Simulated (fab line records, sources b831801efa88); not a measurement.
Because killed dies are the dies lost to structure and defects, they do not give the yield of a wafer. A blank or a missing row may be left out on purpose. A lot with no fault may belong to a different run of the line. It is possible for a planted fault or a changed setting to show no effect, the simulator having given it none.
fab line records    flow sky130
record: lots: 13  wafers: 39  last-day: 50
route steps=708 shown LOCAL_INTERCONNECT@398 CONTACT@406 METAL1@436 PAD_OPEN@708
lots that met no fault: from a run of the same line without faults
start-h: start of the lot's first displayed wafer, in hours after the record's first day    wait-h: hours elapsed since this lot's preceding step    " identical to the entry in the row above    L1.1+2: a row that stands for several wafers    - no value present, or no start provided    * or withheld: withheld    < > ~ a bound
route shown NAME@n: NAME is a module with steps in the file, n the number in the route of the first one    usual: average and standard deviation across the fault-free wafers    same: alike in all rows    chamber/n: place in a boat    sites: the reading at each site    _std_site: how widely they spread, as a standard deviation    _edge_site: the outer-site mean with the inner-site mean subtracted    radius-mm: how far each site lies from the wafer's centre    mask NAME#n: copy n    behind: the last tool/chamber to shape the wafer    hold: why the lot went on hold/how many hours it stayed there/how the hold came to an end    device: transistor that didn't switch, given as n, p or np    end of line: tests of these same wafers at the route's end    a step given without rows: its recipe and nothing more    killed: at the first sort, the dies lost to defects and structure; wafer yield is something else    map: a wafer's dies, marking killed ones x, the rest . and places with no die _
set.NAME: the run value of the setting; set.NAME@STEP: its run value at that earlier step    model.NAME: the simulator's own value behind a step, which no gauge read
a sample of lots followed through the steps of the route, with each step as a table and each wafer as a row
services: the hour from which a tool's chamber was out of use, counted from the record's first day as start-h (under 0 if before that day), plus the number of hours and why
== steps ==
step: SKY_LOCAL_INTERCONNECT_CD_MEAS_11
recipe: target-cd-nm: 170
usual: cd-nm: 169.9/1.4
lot.wafer  tool       chamber  start-h  wait-h  cd-nm
L210.1     cd-sem-01  -        708.15   -       169.9
L210.5     "          -        "        "       169.5
L210.6     "          -        "        "       170.1
L211.2     cd-sem-01  -        708.75   -       170.6
L211.3     "          -        "        "       170.1
L211.5     "          -        "        "       169.2
L214.1     cd-sem-02  -        734.24   -       168.8
L214.5     "          -        "        "       168.5
L214.6     "          -        "        "       168.3
L218.1     cd-sem-01  -        771.40   -       170.2
L218.5     "          -        "        "       169.6
L218.6     "          -        "        "       170.9
L220.4     cd-sem-01  -        786.64   -       169.7
L220.5     "          -        "        "       170.3
L220.6     "          -        "        "       169.2
L222.1     cd-sem-01  -        813.88   -       171.8
L222.2     "          -        "        "       172.8
L222.6     "          -        "        "       170.5
L221.1     cd-sem-02  -        816.64   -       169.6
L221.3     "          -        "        "       168.6
L221.6     "          -        "        "       169.4
L224.2     cd-sem-01  -        834.77   -       171.5
L224.5     "          -        "        "       172.2
L224.6     "          -        "        "       172.5
L226.1     cd-sem-02  -        846.10   -       169.0
L226.2     "          -        "        "       170.9
L226.4     "          -        "        "       169.3
L230.4     cd-sem-02  -        860.96   -       171.9
L230.5     "          -        "        "       170.6
L230.6     "          -        "        "       169.8
L231.2     cd-sem-01  -        864.46   -       170.4
L231.4     "          -        "        "       171.7
L231.6     "          -        "        "       169.1
L232.1     cd-sem-01  -        874.65   -       171.8
L232.4     "          -        "        "       171.8
L232.6     "          -        "        "       172.7
L233.3     cd-sem-01  -        882.28   -       171.4
L233.5     "          -        "        "       169.9
L233.6     "          -        "        "       169.4
step: SKY_CONTACT_CVD_00
recipe: material: Si3N4  target-thk-nm: 75  temp-c: 400  time-s: withheld  rf-w: 450
usual: heater-power-w: 755/98  rf-fwd-power-W: 444.3/2
lot.wafer  tool      chamber  start-h  wait-h  heater-power-w  rf-fwd-power-W
L210.1     pecvd-04  2        709.16   0.0     792             449.3
L210.5     "         1        "        "       723             441.4
L210.6     "         0        "        "       524             442.5
L211.2     pecvd-02  2        709.71   0.0     669             444.3
L211.3     "         1        "        "       736             444.6
L211.5     "         1        "        "       780             445.8
L214.1     pecvd-03  0        735.15   0.0     751             444.4
L214.5     "         2        "        "       875             442.8
L214.6     "         1        "        "       856             444.9
L218.1     pecvd-02  2        772.35   0.0     675             447.4
L218.5     "         2        "        "       558             446.0
L218.6     "         0        "        "       734             444.4
L220.4     pecvd-03  0        787.46   0.0     732             447.2
L220.5     "         1        "        "       825             446.1
L220.6     "         2        "        "       875             440.4
L222.1     pecvd-04  2        814.78   0.0     781             446.1
L222.2     "         1        "        "       621             442.0
L222.6     "         1        "        "       642             442.6
L221.1     pecvd-02  1        817.54   0.0     728             442.8
L221.3     "         0        "        "       757             443.4
L221.6     "         1        "        "       746             443.4
L224.2     pecvd-03  0        835.80   0.0     859             448.4
L224.5     "         0        "        "       846             445.4
L224.6     "         2        "        "       777             441.7
L226.1     pecvd-02  1        847.09   0.0     747             446.6
L226.2     "         2        "        "       633             446.3
L226.4     "         2        "        "       635             445.2
L230.4     pecvd-04  2        861.77   0.0     700             444.9
L230.5     "         0        "        "       584             445.2
L230.6     "         1        "        "       701             443.3
L231.2     pecvd-02  2        865.71   0.0     603             444.4
L231.4     "         0        "        "       801             443.4
L231.6     "         1        "        "       739             444.9
L232.1     pecvd-02  2        875.95   0.0     597             446.4
L232.4     "         1        "        "       765             444.8
L232.6     "         2        "        "       581             442.6
L233.3     pecvd-03  1        883.15   0.0     828             446.0
L233.5     "         0        "        "       826             446.1
L233.6     "         2        "        "       764             441.2
step: SKY_CONTACT_CMP_27
recipe: stop-on: SiO2  t-overpolish-s: 15.41  down-force-psi: 3.5  platen-rpm: 60  target-thk-nm: 0  pad-velocity-m-s: 0.94248
usual: edge-zone-pressure-frac: 1.000/0.0049  head-pressure-psi: 3.500/0.0065  motor-current-A: 11.7/0.79  overpolish-run-s: 15.409/0.0081  retaining-ring-pressure-frac: 1.001/0.005  slurry-flow-ml-min: 150.0/0.44  time-to-endpoint-s: 82/3.6
lot.wafer  tool    chamber  start-h  wait-h  edge-zone-pressure-frac  head-pressure-psi  motor-current-A  overpolish-run-s  retaining-ring-pressure-frac  slurry-flow-ml-min  time-to-endpoint-s
L210.1     cmp-02  0        739.21   0.1     1.000                    3.492              11.5             15.412            0.992                         149.7               86
L210.5     "       0        "        "       1.002                    3.516              10.6             15.408            0.989                         149.9               82
L210.6     "       1        "        "       0.986                    3.491              12.3             15.399            1.003                         149.6               84
L211.3     cmp-01  3        739.83   0.1     1.007                    3.504              13.3             15.409            1.008                         149.5               88
L211.2     "       1        "        "       0.993                    3.498              11.2             15.398            0.999                         150.0               90
L211.5     "       2        "        "       0.996                    3.503              10.9             15.403            0.990                         149.4               80
L214.1     cmp-01  2        763.67   0.1     0.999                    3.503              11.0             15.403            1.003                         149.8               82
L214.5     "       1        "        "       0.998                    3.505              12.1             15.418            1.007                         151.0               89
L214.6     "       2        "        "       0.995                    3.502              10.7             15.407            0.991                         149.7               82
L218.1     cmp-01  1        801.21   0.2     1.000                    3.500              11.0             15.409            1.004                         150.8               85
L218.6     "       2        "        "       0.998                    3.498              11.1             15.400            0.997                         150.4               82
L218.5     "       3        "        "       0.999                    3.490              13.6             15.419            0.995                         150.0               86
L220.4     cmp-02  1        816.78   0.2     1.001                    3.496              12.5             15.428            1.001                         149.6               76
L220.6     "       2        "        "       1.001                    3.499              11.4             15.417            0.991                         150.4               76
L220.5     "       3        "        "       1.000                    3.493              11.1             15.401            1.010                         149.8               80
L222.2     cmp-01  3        843.57   0.1     1.002                    3.512              12.8             15.393            1.008                         150.2               85
L222.1     "       0        "        "       0.996                    3.512              11.8             15.401            1.001                         150.3               84
L222.6     "       1        "        "       1.010                    3.500              11.2             15.415            1.000                         150.2               92
L221.1     cmp-01  0        846.52   0.8     -                        -                  -                -                 -                             -                   -
L221.3     "       2        "        "       -                        -                  -                -                 -                             -                   -
L221.6     "       1        "        "       -                        -                  -                -                 -                             -                   -
L224.2     cmp-02  2        864.23   0.1     -                        -                  -                -                 -                             -                   -
L224.5     "       1        "        "       -                        -                  -                -                 -                             -                   -
L224.6     "       2        "        "       -                        -                  -                -                 -                             -                   -
L226.4     cmp-01  3        875.07   0.0     0.998                    3.493              13.2             15.406            1.000                         150.6               82
L226.1     "       0        "        "       1.003                    3.494              11.3             15.409            1.004                         149.7               79
L226.2     "       1        "        "       1.003                    3.494              12.1             15.412            0.992                         150.2               82
L230.4     cmp-01  2        889.31   0.2     0.998                    3.496              11.0             15.398            0.996                         149.3               82
L230.5     "       3        "        "       1.003                    3.494              13.1             15.415            1.010                         149.9               84
L230.6     "       0        "        "       0.993                    3.495              11.7             15.420            1.001                         150.3               83
L231.2     cmp-02  2        893.21   0.1     1.003                    3.502              11.7             15.403            1.009                         149.8               82
L231.4     "       3        "        "       0.994                    3.497              11.0             15.405            0.995                         149.0               78
L231.6     "       1        "        "       1.007                    3.494              11.9             15.411            1.004                         149.9               82
L232.4     cmp-02  2        904.76   0.0     1.004                    3.489              10.7             15.402            1.001                         149.6               80
L232.1     "       1        "        "       0.993                    3.500              12.9             15.406            1.006                         149.6               80
L232.6     "       2        "        "       0.996                    3.496              11.4             15.410            1.000                         150.8               82
L233.3     cmp-01  2        910.82   0.1     0.999                    3.501              11.3             15.396            1.004                         150.3               76
L233.5     "       1        "        "       0.997                    3.505              11.7             15.413            0.995                         150.1               83
L233.6     "       2        "        "       0.998                    3.506              10.7             15.414            1.003                         149.2               78
step: SKY_METAL1_SPUTTER_02
recipe: material: AlCu  target-thk-nm: 250  power-w: 10600  time-s: 13.3  chamber-pressure-pa: 0.4
usual: throttle-valve-pct: 29.4/1.1
lot.wafer  tool            chamber  start-h  wait-h  throttle-valve-pct
L210.1     pvd-sputter-03  -        739.55   0.0     30.3
L210.5     "               -        "        "       30.5
L210.6     "               -        "        "       30.9
L211.2     pvd-sputter-04  -        740.12   0.0     27.8
L211.3     "               -        "        "       31.1
L211.5     "               -        "        "       31.0
L214.1     pvd-sputter-03  -        763.97   0.0     29.9
L214.5     "               -        "        "       29.7
L214.6     "               -        "        "       31.1
L218.1     pvd-sputter-04  -        801.41   0.0     31.0
L218.5     "               -        "        "       29.7
L218.6     "               -        "        "       31.0
L220.4     pvd-sputter-04  -        816.98   0.0     29.5
L220.5     "               -        "        "       29.1
L220.6     "               -        "        "       29.7
L222.1     pvd-sputter-04  -        843.82   0.0     27.1
L222.2     "               -        "        "       29.9
L222.6     "               -        "        "       31.1
L226.1     pvd-sputter-03  -        875.42   0.0     31.5
L226.2     "               -        "        "       29.8
L226.4     "               -        "        "       29.2
L230.4     pvd-sputter-01  -        889.52   0.0     29.8
L230.5     "               -        "        "       28.1
L230.6     "               -        "        "       28.6
L231.2     pvd-sputter-04  -        893.46   0.0     29.5
L231.4     "               -        "        "       31.1
L231.6     "               -        "        "       27.8
L232.1     pvd-sputter-03  -        905.10   0.0     31.2
L232.4     "               -        "        "       29.7
L232.6     "               -        "        "       29.8
L233.3     pvd-sputter-04  -        911.12   0.0     28.6
L233.5     "               -        "        "       29.0
L233.6     "               -        "        "       29.7
step: SKY_PAD_OPEN_PROBE_99
usual: killed_at_M0_to_M3: 42/6.7  killed_at_M4_up: 3.4/2  killed-at-contacts: 24/5.1  killed-at-front-end: 14/4.2  killed-at-other: 0.2/0.49  killed-dies: 84/8.4  killed-on-rim: 17/3.6  killed-open: 46/7  killed-short: 39/5.8
same: gross-dies: 492  killed-at-back-side: 0
lot.wafer  tool       chamber  start-h  wait-h  killed_at_M0_to_M3  killed_at_M4_up  killed-at-contacts  killed-at-front-end  killed-at-other  killed-dies  killed-on-rim  killed-open  killed-short
L211.2     prober-02  -        1083.46  0.1     48                  1                36                  10                   0                95           16             53           42
L211.3     prober-02  -        1083.51  0.2     49                  4                22                  15                   0                90           16             39           51
L211.5     prober-02  -        1083.61  0.2     36                  1                28                  16                   0                81           17             40           41
L214.1     prober-01  -        1096.82  0.1     42                  1                30                  9                    0                82           14             51           31
L214.5     prober-01  -        1097.02  0.2     46                  4                20                  20                   0                90           19             42           48
L214.6     prober-01  -        1097.07  0.2     37                  4                25                  15                   0                81           16             47           34
L218.1     prober-01  -        1127.16  0.1     37                  2                24                  15                   0                78           15             41           37
L218.5     prober-01  -        1127.36  0.2     43                  1                23                  13                   0                80           16             43           37
L218.6     prober-01  -        1127.41  0.2     48                  3                25                  8                    0                84           15             48           36
L220.4     prober-02  -        1136.46  0.2     41                  5                32                  12                   1                91           18             46           45
L220.5     prober-02  -        1136.51  0.2     47                  2                18                  10                   0                77           14             45           32
L220.6     prober-02  -        1136.56  0.2     52                  4                23                  17                   0                96           22             46           50
L221.1     prober-01  -        1159.15  0.1     40                  5                428                 19                   0                492          96             52           30
L221.3     prober-01  -        1159.25  0.2     38                  5                436                 13                   0                492          96             51           33
L221.6     prober-01  -        1159.40  0.2     41                  4                430                 17                   0                492          96             46           37
L224.2     prober-02  -        1170.46  0.1     31                  5                434                 22                   0                492          96             46           32
L224.5     prober-02  -        1170.61  0.2     32                  7                439                 14                   0                492          96             45           27
L224.6     prober-02  -        1170.66  0.2     40                  1                438                 13                   0                492          96             44           37
L226.1     prober-01  -        1177.28  0.1     37                  3                23                  8                    0                71           20             37           34
L226.2     prober-01  -        1177.33  0.1     46                  3                22                  19                   2                92           18             48           44
L226.4     prober-01  -        1177.43  0.2     32                  3                34                  8                    0                77           14             45           32
L230.4     prober-01  -        1188.75  0.2     31                  1                18                  15                   0                65           14             32           33
L230.5     prober-01  -        1188.80  0.2     35                  6                28                  13                   0                82           18             38           44
L230.6     prober-01  -        1188.85  0.2     31                  2                33                  15                   0                81           21             44           37
L231.2     prober-02  -        1190.82  0.1     41                  3                22                  14                   1                81           14             49           32
L231.4     prober-02  -        1190.92  0.2     42                  4                13                  13                   0                72           18             31           41
L231.6     prober-02  -        1191.02  0.2     31                  3                21                  10                   0                65           23             34           31
L233.3     prober-01  -        1207.52  0.2     43                  2                23                  11                   0                79           12             48           31
L233.5     prober-01  -        1207.62  0.2     44                  6                27                  22                   0                99           19             63           36
L233.6     prober-01  -        1207.67  0.2     34                  5                25                  18                   0                82           16             45           37
killed by level:class
L211.2 CONTACT:geometric-particle:open=15 VIA1:geometric-particle:open=13 VIA3:geometric-particle:open=8 LI_CONTACT:geometric-particle:open=7 LOCAL_INTERCONNECT:geometric-particle:short=7 CONTACT:geometric-particle:short=6 VIA2:geometric-particle:open=6 METAL3:geometric-particle:short=6
L211.3 VIA1:geometric-particle:open=10 METAL1:geometric-particle:short=8 CONTACT:geometric-particle:short=7 CONTACT:geometric-particle:open=6 METAL3:geometric-particle:short=6 POLY_GATE:geometric-particle:short=5 METAL2:geometric-particle:short=5 VIA2:geometric-particle:open=5
L211.5 CONTACT:geometric-particle:open=14 METAL1:geometric-particle:short=8 VIA2:geometric-particle:short=6 CONTACT:geometric-particle:short=5 VIA2:geometric-particle:open=5 FIELD_ISO:geometric-particle:open=4 FIELD_ISO:geometric-particle:short=4 LI_CONTACT:geometric-particle:open=4
L214.1 CONTACT:geometric-particle:open=13 VIA1:geometric-particle:open=11 VIA3:geometric-particle:open=11 LI_CONTACT:geometric-particle:open=6 METAL1:geometric-particle:short=5 LI_CONTACT:geometric-particle:short=4 CONTACT:geometric-particle:short=4 METAL2:geometric-particle:short=4
L214.5 VIA3:geometric-particle:open=9 LI_CONTACT:geometric-particle:open=6 POLY_GATE:geometric-particle:open=6 LOCAL_INTERCONNECT:geometric-particle:short=6 VIA1:geometric-particle:short=6 VIA1:geometric-particle:open=6 VIA2:geometric-particle:short=5 CONTACT:geometric-particle:open=5
L214.6 VIA1:geometric-particle:open=11 CONTACT:geometric-particle:open=7 CONTACT:geometric-particle:short=6 LI_CONTACT:geometric-particle:open=6 VIA3:geometric-particle:open=6 METAL1:geometric-particle:short=4 VIA1:geometric-particle:short=4 FIELD_ISO:geometric-particle:open=3
L218.1 CONTACT:geometric-particle:open=9 VIA1:geometric-particle:open=8 VIA3:geometric-particle:open=6 FIELD_ISO:geometric-particle:open=5 FIELD_ISO:geometric-particle:short=5 LOCAL_INTERCONNECT:geometric-particle:short=5 VIA1:geometric-particle:short=5 METAL2:geometric-particle:short=5
L218.5 LI_CONTACT:geometric-particle:open=11 VIA1:geometric-particle:open=11 METAL2:geometric-particle:short=7 VIA2:geometric-particle:short=5 POLY_GATE:geometric-particle:short=5 VIA3:geometric-particle:open=5 FIELD_ISO:geometric-particle:open=4 CONTACT:geometric-particle:short=4
L218.6 VIA1:geometric-particle:open=11 CONTACT:geometric-particle:open=9 LI_CONTACT:geometric-particle:open=8 VIA2:geometric-particle:open=8 VIA1:geometric-particle:short=6 METAL2:geometric-particle:short=6 METAL1:geometric-particle:short=5 LOCAL_INTERCONNECT:geometric-particle:short=4
L220.4 VIA1:geometric-particle:open=12 LI_CONTACT:geometric-particle:open=10 CONTACT:geometric-particle:open=9 CONTACT:geometric-particle:short=7 FIELD_ISO:geometric-particle:short=6 VIA2:geometric-particle:short=6 VIA2:geometric-particle:open=6 METAL4:geometric-particle:short=5
L220.5 VIA1:geometric-particle:open=15 CONTACT:geometric-particle:open=8 METAL1:geometric-particle:short=7 VIA2:geometric-particle:open=6 VIA3:geometric-particle:open=5 METAL2:geometric-particle:short=4 VIA1:geometric-particle:short=4 FIELD_ISO:geometric-particle:open=3
L220.6 VIA1:geometric-particle:open=15 METAL2:geometric-particle:short=11 FIELD_ISO:geometric-particle:short=8 CONTACT:geometric-particle:open=8 VIA2:geometric-particle:open=7 LI_CONTACT:geometric-particle:open=7 METAL1:geometric-particle:short=5 VIA1:geometric-particle:short=5
L221.1 CONTACT:area-cmp=410 VIA3:geometric-particle:open=10 VIA1:geometric-particle:open=9 CONTACT:geometric-particle:open=7 VIA2:geometric-particle:open=6 FIELD_ISO:geometric-particle:short=5 LI_CONTACT:geometric-particle:open=4 FIELD_ISO:geometric-particle:open=3
L221.3 CONTACT:area-cmp=408 CONTACT:geometric-particle:open=13 VIA1:geometric-particle:open=11 VIA3:geometric-particle:open=9 CONTACT:geometric-particle:short=6 LI_CONTACT:geometric-particle:open=5 FIELD_ISO:geometric-particle:short=4 VIA2:geometric-particle:open=4
L221.6 CONTACT:area-cmp=409 VIA1:geometric-particle:open=9 CONTACT:geometric-particle:open=8 POLY_GATE:geometric-particle:open=6 CONTACT:geometric-particle:short=6 METAL2:geometric-particle:short=5 VIA1:geometric-particle:short=5 VIA3:geometric-particle:short=5
L224.2 CONTACT:area-cmp=414 FIELD_ISO:geometric-particle:open=9 LI_CONTACT:geometric-particle:open=8 VIA1:geometric-particle:open=8 CONTACT:geometric-particle:open=6 VIA2:geometric-particle:open=6 FIELD_ISO:geometric-particle:short=5 POLY_GATE:geometric-particle:short=5
L224.5 CONTACT:area-cmp=420 VIA1:geometric-particle:open=14 CONTACT:geometric-particle:open=7 VIA2:geometric-particle:open=6 METAL4:geometric-particle:short=5 FIELD_ISO:geometric-particle:short=4 POLY_GATE:geometric-particle:open=4 LI_CONTACT:geometric-particle:open=4
L224.6 CONTACT:area-cmp=411 VIA1:geometric-particle:open=12 METAL2:geometric-particle:short=8 VIA2:geometric-particle:open=8 CONTACT:geometric-particle:open=7 FIELD_ISO:geometric-particle:short=6 LI_CONTACT:geometric-particle:short=5 CONTACT:geometric-particle:short=5
L226.1 LOCAL_INTERCONNECT:geometric-particle:short=7 VIA1:geometric-particle:open=7 VIA3:geometric-particle:open=7 LI_CONTACT:geometric-particle:open=6 CONTACT:geometric-particle:open=5 METAL1:geometric-particle:short=5 METAL2:geometric-particle:short=4 VIA2:geometric-particle:short=4
L226.2 VIA1:geometric-particle:open=13 VIA3:geometric-particle:open=7 FIELD_ISO:geometric-particle:short=6 LOCAL_INTERCONNECT:geometric-particle:short=6 CONTACT:geometric-particle:open=6 POLY_GATE:geometric-particle:open=5 LI_CONTACT:geometric-particle:open=5 METAL2:geometric-particle:short=5
L226.4 CONTACT:geometric-particle:open=13 LI_CONTACT:geometric-particle:open=7 VIA1:geometric-particle:open=6 VIA3:geometric-particle:open=6 LOCAL_INTERCONNECT:geometric-particle:short=5 CONTACT:geometric-particle:short=5 VIA2:geometric-particle:open=5 METAL2:geometric-particle:short=4
L230.4 CONTACT:geometric-particle:open=6 VIA1:geometric-particle:open=6 METAL1:geometric-particle:short=5 LOCAL_INTERCONNECT:geometric-particle:short=5 VIA3:geometric-particle:open=5 POLY_GATE:geometric-particle:open=4 POLY_GATE:geometric-particle:short=4 CONTACT:geometric-particle:short=4
L230.5 CONTACT:geometric-particle:open=8 CONTACT:geometric-particle:short=7 VIA1:geometric-particle:open=7 METAL2:geometric-particle:short=7 LI_CONTACT:geometric-particle:open=6 METAL1:geometric-particle:short=6 VIA2:geometric-particle:short=6 METAL4:geometric-particle:short=5
L230.6 CONTACT:geometric-particle:open=16 METAL2:geometric-particle:short=12 CONTACT:geometric-particle:short=7 VIA1:geometric-particle:open=6 FIELD_ISO:geometric-particle:open=4 POLY_GATE:geometric-particle:open=4 POLY_GATE:geometric-particle:short=4 LI_CONTACT:geometric-particle:open=4
L231.2 VIA1:geometric-particle:open=13 CONTACT:geometric-particle:open=9 LI_CONTACT:geometric-particle:open=8 VIA2:geometric-particle:open=7 METAL2:geometric-particle:short=5 FIELD_ISO:geometric-particle:short=4 METAL1:geometric-particle:short=4 FIELD_ISO:geometric-particle:open=3
L231.4 VIA1:geometric-particle:open=8 VIA3:geometric-particle:open=6 METAL1:geometric-particle:short=6 METAL2:geometric-particle:short=6 POLY_GATE:geometric-particle:short=4 LI_CONTACT:geometric-particle:open=4 METAL3:geometric-particle:short=4 VIA3:geometric-particle:short=4
L231.6 CONTACT:geometric-particle:open=8 VIA1:geometric-particle:open=7 LI_CONTACT:geometric-particle:open=6 VIA2:geometric-particle:open=4 METAL2:geometric-particle:short=4 VIA3:geometric-particle:open=4 LOCAL_INTERCONNECT:geometric-particle:short=3 CONTACT:geometric-particle:short=3
L233.3 VIA1:geometric-particle:open=10 CONTACT:geometric-particle:open=9 VIA2:geometric-particle:open=9 LI_CONTACT:geometric-particle:open=8 METAL1:geometric-particle:short=7 FIELD_ISO:geometric-particle:open=4 METAL3:geometric-particle:short=4 FIELD_ISO:geometric-particle:short=3
L233.5 CONTACT:geometric-particle:open=14 POLY_GATE:geometric-particle:open=9 VIA1:geometric-particle:open=9 VIA3:geometric-particle:open=8 CONTACT:geometric-particle:short=6 VIA1:geometric-particle:short=6 VIA2:geometric-particle:open=6 FIELD_ISO:geometric-particle:short=5
L233.6 CONTACT:geometric-particle:open=12 FIELD_ISO:geometric-particle:short=9 VIA1:geometric-particle:open=8 METAL1:geometric-particle:short=6 VIA2:geometric-particle:open=6 LI_CONTACT:geometric-particle:open=5 CONTACT:geometric-particle:short=5 FIELD_ISO:geometric-particle:open=4
== services ==
tool            chamber  start-h  hours  kind
pecvd-03        1        699.62   15.8   repair
pecvd-04        0        713.45   6.4    repair
pecvd-02        1        717.41   1.8    repair
pvd-sputter-01  -        723.42   3.2    repair
pecvd-03        1        728.14   5.1    repair
pecvd-02        -        736.36   2.8    pm
cmp-02          -        744.00   4.0    pm
pecvd-03        1        747.99   3.8    repair
cmp-02          -        754.85   0.9    repair
pvd-sputter-04  -        755.08   8.5    repair
pecvd-04        0        755.35   10.1   repair
pecvd-02        1        771.53   29.7   repair
pecvd-04        -        806.55   0.7    repair
pvd-sputter-01  -        814.61   11.5   repair
cmp-02          -        845.56   1.7    repair
cmp-01          -        863.16   3.6    pm
pecvd-04        2        865.93   12.3   repair
cmp-02          -        873.21   6.1    pm
cmp-01          -        879.30   8.8    pm
pecvd-02        0        880.23   7.7    repair
pvd-sputter-04  -        883.49   6.7    repair
pecvd-04        2        892.30   20.4   repair
pvd-sputter-03  -        899.86   5.1    repair
pvd-sputter-01  -        900.93   0.5    repair
== key ==
first-sign: step: SKY_CONTACT_CMP_27  reading: tool-record  direction: missing
effect: step: SKY_PAD_OPEN_PROBE_99  reading: killed-at-contacts  direction: up  sigmas: 81  usual: 24  struck: 434
more-kills-born-at: SKY_CONTACT_CMP_27@cmp-02: 1231  SKY_CONTACT_CMP_27@cmp-01: 1221
met-at SKY_CONTACT_CMP_27
struck-lots L221,L224
later-rows-left-out L221.1,L221.3,L221.6,L224.2,L224.5,L224.6
tester-left-out L221,L224
not-acting-at SKY_LOCAL_INTERCONNECT_CD_MEAS_11,SKY_CONTACT_CVD_00,SKY_METAL1_SPUTTER_02
onset-between 843.57 846.52
fault: kind: skipped-step-whole  tool: cmp-01,cmp-02  chamber: -  onset-h: 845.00  steps: SKY_CONTACT_CMP_27  scope: struck-lots-only
tester-left-out: of these lots the tester's yield and bins aren't shown, on N5 and GAA mostly nor the transistor test; their killed dies are dies lost to structure and defects alone, not to doping, threshold or leakage, so they don't give the yield
later-rows-left-out: the simulator's readings of these wafers behind a module that went badly wrong aren't trusted and aren't shown, but for the sort
